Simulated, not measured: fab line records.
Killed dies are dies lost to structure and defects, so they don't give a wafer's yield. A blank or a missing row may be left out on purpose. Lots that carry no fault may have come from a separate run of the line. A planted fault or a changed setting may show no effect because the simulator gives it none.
What tool caused it? ; flow sky130 ; 11 lots, 33 wafers sampled, at 4 steps of a route of 708

== WHAT THE GAUGES SHOWED, per wafer ==
SKY_LI_CONTACT_RS_MEAS_22: a four-point-probe measurement. Usual: LI_CONTACT_W_RS 0.2845 ohm/sq, standard deviation 0.0023.
lot;measured;on;LI_CONTACT_W_RS (ohm/sq);flag
L557;day 31 01:27;film-metro-03;0.2867 0.2859 0.2898;
L558;day 31 01:35;film-metro-01;0.2812 0.2832 0.2861;
L561;day 32 04:30;film-metro-01;0.2872 0.2877 0.2865;
L564;day 33 06:05;film-metro-02;0.2870 0.2873 0.2832;
L565;day 34 16:18;film-metro-03;0.2830 0.2835 0.2850;
L566;day 34 17:43;film-metro-02;0.2848 0.2772 0.2822;
L569;day 34 21:53;film-metro-02;0.2874 0.2854 0.2864;
L570;day 35 02:01;film-metro-02;0.2829 0.2832 0.2861;
L572;day 35 13:18;film-metro-01;0.2845 0.2827 0.2839;
L574;day 36 04:34;film-metro-01;0.2824 0.2830 0.2844;
L575;day 36 09:02;film-metro-01;0.2797 0.2844 0.2842;

SKY_CONTACT_THK_MEAS_03. Usual: CONTACT_HDPCVD_THK 565 nm, standard deviation 6.7.
lot;measured;on;CONTACT_HDPCVD_THK (nm);flag
L557;day 32 06:59;film-metro-04;558 550 561;
L558;day 32 08:00;film-metro-02;572 570 573;
L561;day 33 09:20;film-metro-01;548 556 554;
L564;day 34 11:22;film-metro-01;569 570 565;
L565;day 35 20:24;film-metro-01;561 554 565;
L566;day 35 20:46;film-metro-02;565 569 570;
L569;day 36 01:51;film-metro-01;559 563 560;
L570;day 36 05:38;film-metro-04;562 564 557;
L572;day 36 16:46;film-metro-04;567 566 560;
L574;day 37 07:59;film-metro-02;559 561 556;
L575;day 37 13:23;film-metro-02;572 572 572;

== TOOL THAT RAN EACH LOT (tool first, then ch and the chambers of the sampled wafers, then the start) ==
lot;SKY_LOCAL_INTERCONNECT_METAL_ETCH_14;SKY_LOCAL_INTERCONNECT_STRIP_15
L557;rie-metal-03 ch 0,1, day 32 06:11;plasma-asher-04 ch 0,1, day 32 06:14
L558;rie-metal-04 ch 0,1, day 32 07:10;plasma-asher-03 ch 0,1, day 32 07:13
L561;rie-metal-04 ch 0,1, day 33 08:31;plasma-asher-01 ch 0,1, day 33 08:34
L564;rie-metal-01 ch 0,1, day 34 10:13;plasma-asher-03 ch 0,1, day 34 10:16
L565;rie-metal-04 ch 0,1, day 35 19:35;plasma-asher-04 ch 0,1, day 35 19:38
L566;rie-metal-03 ch 0,1, day 35 19:57;plasma-asher-03 ch 0,1, day 35 20:01
L569;rie-metal-03 ch 0,1, day 36 00:59;plasma-asher-01 ch 0,1, day 36 01:03
L570;rie-metal-04 ch 0,1, day 36 04:44;plasma-asher-01 ch 0,1, day 36 04:48
L572;rie-metal-04 ch 0,1, day 36 15:53;plasma-asher-01 ch 0,1, day 36 15:56
L574;rie-metal-03 ch 0, day 37 07:06;plasma-asher-04 ch 0,1, day 37 07:11
L575;rie-metal-04 ch 0,1, day 37 12:31;plasma-asher-01 ch 0,1, day 37 12:34
- SKY_LOCAL_INTERCONNECT_METAL_ETCH_14: etches TiN in Cl2/BCl3, stops on PSG, target depth 110 nm, time 31.4 s.
- SKY_LOCAL_INTERCONNECT_STRIP_15: strips in O2/N2.

== WHAT THE TOOLS THEMSELVES READ (means of the sampled wafers that have a number; where no wafer has one, the mark that the record gives instead) ==
SKY_LOCAL_INTERCONNECT_METAL_ETCH_14. Usual: bias-w 48.50 W, standard deviation 0.12; drypump-motor-current-A 5.5 A, standard deviation 0.51; oes-product-au 0.938 a.u., standard deviation 0.0067; throttle-valve-pct 21.903 %, standard deviation 0.009.
lot;tool;bias-w (W);drypump-motor-current-A (A);oes-product-au (a.u.);throttle-valve-pct (%);flag
L557;rie-metal-03;48.56;5.9;0.931;21.916;
L558;rie-metal-04;48.57;5.0;0.935;21.909;
L561;rie-metal-04;48.38;5.0;0.929;21.901;
L564;rie-metal-01;48.47;5.5;0.938;21.896;
L565;rie-metal-04;48.51;5.1;0.932;21.905;
L566;rie-metal-03;48.63;5.7;0.939;21.902;
L569;rie-metal-03;48.54;5.9;0.936;21.910;
L570;rie-metal-04;48.52;5.1;0.936;21.905;
L572;rie-metal-04;53.39;5.0;0.935;21.903;OFF
L574;rie-metal-03;48.45;6.1;0.926;21.908;
L575;rie-metal-04;58.24;5.1;0.946;21.902;OFF

SKY_LOCAL_INTERCONNECT_STRIP_15. Usual: drypump-motor-current-A 5.47 A, standard deviation 0.27; n2-flow-sccm 299.9 sccm, standard deviation 0.9; oes-product-au 0.426 a.u., standard deviation 0.0043; strip-time-to-endpoint-s 4.718 s, standard deviation 0.019.
lot;tool;drypump-motor-current-A (A);n2-flow-sccm (sccm);oes-product-au (a.u.);strip-time-to-endpoint-s (s);flag
L557;plasma-asher-04;5.64;299.5;0.426;4.701;
L558;plasma-asher-03;5.67;301.0;0.425;4.752;
L561;plasma-asher-01;5.10;298.9;0.426;4.723;
L564;plasma-asher-03;5.55;299.9;0.423;4.707;
L565;plasma-asher-04;5.61;299.2;0.430;4.717;
L566;plasma-asher-03;5.64;300.0;0.426;4.745;
L569;plasma-asher-01;5.12;300.7;0.423;4.732;
L570;plasma-asher-01;5.13;300.8;0.429;4.701;
L572;plasma-asher-01;5.10;300.3;0.428;4.717;
L574;plasma-asher-04;5.67;299.5;0.429;4.743;
L575;plasma-asher-01;5.12;300.4;0.428;4.661;OFF

== THE ANSWER, worked out from the rows above alone ==
Rule: a lot counts as off when the mean over its wafers that have a number is more than 3 standard deviations away from the usual mean. A lot without any number at a reading at which 4 lots or more have one is off too. The other lots that the step has rows for count as sound. First the gauges in route order, then the tools' own readings, where a lot's mean is used as printed above. At the first step where some lot is off, the reading lying furthest off is the one used; lots without a number count as furthest.
Off at SKY_LOCAL_INTERCONNECT_METAL_ETCH_14 (bias-w): L572, L575.
If a tool, at that step or one of the process steps before it, ran each lot that is off and ran no sound lot following the first of them, it fits. One fits: SKY_LOCAL_INTERCONNECT_METAL_ETCH_14 on rie-metal-04. Its last sound lot is L570 (day 36 04:44), its first lot that is off L572 (day 36 15:53): a fault that began between those two fits.
The tool's own readings at SKY_LOCAL_INTERCONNECT_METAL_ETCH_14 bear it out: on the lots that are off they differ by more than 5 times the standard deviation of the sound lots' means. bias-w reads 55.81 W there against 48.51 W on the sound lots.

== WHAT THE SIMULATOR PUT IN ==
rie-metal-04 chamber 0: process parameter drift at SKY_LOCAL_INTERCONNECT_METAL_ETCH_14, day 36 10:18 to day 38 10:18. The setting bias-w was moved by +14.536, starting from 48.5. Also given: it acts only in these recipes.
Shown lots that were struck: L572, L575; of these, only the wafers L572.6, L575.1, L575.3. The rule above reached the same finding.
